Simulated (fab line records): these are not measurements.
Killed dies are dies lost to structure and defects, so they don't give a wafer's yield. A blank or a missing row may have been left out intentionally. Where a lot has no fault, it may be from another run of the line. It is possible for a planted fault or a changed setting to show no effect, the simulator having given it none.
8D (eight disciplines) problem report, filled in by code	flow gf180mcu	the parts of the form that need people (team, actions taken, sign-off) are left out

== 1. PROBLEM STATEMENT ==
At GF_V3_CD_MEAS_14, cd-nm averages 268.7 nm over 6 wafers from 2 lots, while fault-free wafers read 260.1 nm, standard deviation 1.5. That is +5.7 standard deviations from the usual mean.
The step: target cd 260 nm.
Seen first at day 27 21:46 on cd-sem-02, wafer L622.3. The record has a number at this step for 36 wafers belonging to 12 lots. Rule for "out" (also "out of limits"): further than 4 standard deviations from the usual mean. All remaining wafers that have a number are taken as sound.

== 2. WHAT IT IS; WHAT IT IS NOT ==
question	is	is not
which readings at this step	cd-nm	-
which lots	L622, L624	L606, L610, L611, L614, L616, L618, L621, L626, L627, L629
which wafers of those lots	all that have a number	-
read on which gauges	cd-sem-01, cd-sem-02	-
when	from day 27 21:46	up to then (21 sound wafers); but 9 sound wafers of L626, L627, L629 came after

== 3. WHAT RULES OUT EACH SUSPECT ==
Counting: a tool at any process step up to the reading remains a suspect when it ran all the lots that are out and ran no sound lot after the first of those.
- the gauge at GF_V3_CD_MEAS_14 is ruled out. The wafers that are out were read on 2 gauges (cd-sem-01, cd-sem-02).
- litho-track-01 at GF_V3_PEB_12 (peb time 90 s): kept. Every lot that is out went through it, starting with L622 (day 27 21:26), and after that it ran no sound lot; the last sound lot it ran before then is L621 (day 27 11:56). On those wafers its own readings are out: heater-power-total-W, plate-temp-C.
After counting, what remains is litho-track-01 at GF_V3_PEB_12.

== 4. THE CAUSE (what the simulator had put in) ==
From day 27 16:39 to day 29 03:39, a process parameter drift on litho-track-01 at GF_V3_PEB_12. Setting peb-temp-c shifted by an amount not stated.
After counting, this tool was the only one left.

== 5. THE CHAIN OF EFFECTS, in route order ==
One row per reading whose mean, taken over the struck wafers that have a number, lies over 3 standard deviations from the usual. Only readings for which the record gives a usual standard deviation are gone through. hours: the time from each lot's start at the first step in this table that gives one to its start at this step, as a median over the lots. sigmas: the change in usual standard deviations.
hours	step	reading	usual	on struck wafers	change	sigmas
0	GF_V3_PEB_12	heater-power-total-W	85.70 W	88.90	+3.20	+36
0	GF_V3_PEB_12	plate-temp-C	135.02 C	139.03	+4.01	+31
0	GF_V3_CD_MEAS_14	cd-nm	260.1 nm	268.7	+8.6	+5.7
It contains these process steps:
- GF_V3_PEB_12: peb time 90 s.

== 6. WHAT WOULD HAVE CAUGHT IT SOONER ==
In this record the first reading out of limits at a measuring or inspecting step was taken at day 27 21:46, 5 hours after the fault began at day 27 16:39.
Tool's own readings at GF_V3_PEB_12, heater-power-total-W, plate-temp-C: out on all struck wafers the step has rows for; an alarm limit on them would have tripped on the first.
Among the 2 lots that are out, L624 began GF_V3_PEB_12 on litho-track-01 after day 27 21:46. Putting the tool on hold at that point would have spared it.
